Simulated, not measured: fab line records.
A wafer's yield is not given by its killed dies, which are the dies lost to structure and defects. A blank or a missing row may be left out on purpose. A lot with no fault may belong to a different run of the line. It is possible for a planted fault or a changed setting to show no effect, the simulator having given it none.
2 desks, one fault + flow gf180mcu + only its own numbers are on each desk; what lay behind them is given at the end

FROM THE METROLOGY DESK
What the gauges read, lot by lot, whatever tool the lot ran on: means of the sampled wafers that have a number. The brackets show how far a lot's mean lies from the usual mean; more than 4 standard deviations puts the lot out of limits, marked OUT.
Columns: A = DNWELL_TW at GF_DNWELL_TW_MEAS_09, usual 1345; B = NWELL_OVL at GF_NWELL_OVL_MEAS_07, usual -0.8 nm; C = NWELL_TW at GF_NWELL_TW_MEAS_11, usual 1569; D = LVPWELL_OVL at GF_LVPWELL_OVL_MEAS_07, usual -0.3 nm; E = LVPWELL_TW at GF_LVPWELL_TW_MEAS_11, usual 558; F = MVSD_OVL at GF_MVSD_OVL_MEAS_07, usual 0.6 nm; G = MVSD_TW at GF_MVSD_TW_MEAS_11, usual 1576
| lot  | first seen here | A    | B    | C    | D    | E   | F    | G    |
|------|-----------------|------|------|------|------|-----|------|------|
| L650 | day 4 03:25     | 1350 | -1.6 | 1560 | 0.1  | 562 | 1.0  | 1566 |
| L651 | day 4 07:58     | 1342 | 1.0  | 1555 | 0.0  | 556 | 0.3  | 1575 |
| L660 | day 6 09:16     | 1346 | -0.2 | 1592 | -0.3 | 559 | 0.3  | 1575 |
| L662 | day 6 18:26     | 1344 | -0.5 | 1568 | -2.1 | 559 | 2.9  | 1567 |
| L663 | day 6 23:30     | 1347 | 0.0  | 1570 | -0.9 | 562 | -1.3 | 1572 |
| L665 | day 7 10:29     | 1343 | 1.3  | 1568 | 2.1  | 557 | -0.1 | 1569 |
This desk found nothing out of limits on any of the 6 lots.

TOOL OWNER'S DESK, implanter-04
GF_NWELL_IMPLANT_08, tool's own readings: per-lot mean of the sampled wafers with a number, covering each lot this tool ran. The brackets show how far a lot's mean lies from the usual mean; more than 4 standard deviations puts the lot out of limits, marked OUT.
Columns: A = end-station-pressure-torr at GF_NWELL_IMPLANT_08, usual 5.1e-06 Torr
| lot  | first seen here | A       |
|------|-----------------|---------|
| L650 | day 4 17:31     | 5.3e-06 |
| L651 | day 4 22:02     | 5.1e-06 |
| L665 | day 8 02:25     | 5.0e-06 |
This desk found nothing out of limits on any of the 3 lots.

PUT TOGETHER
Nothing out of limits was seen by the metrology desk.
The tool owner's desk saw nothing out of limits.

WHAT THE SIMULATOR PUT IN
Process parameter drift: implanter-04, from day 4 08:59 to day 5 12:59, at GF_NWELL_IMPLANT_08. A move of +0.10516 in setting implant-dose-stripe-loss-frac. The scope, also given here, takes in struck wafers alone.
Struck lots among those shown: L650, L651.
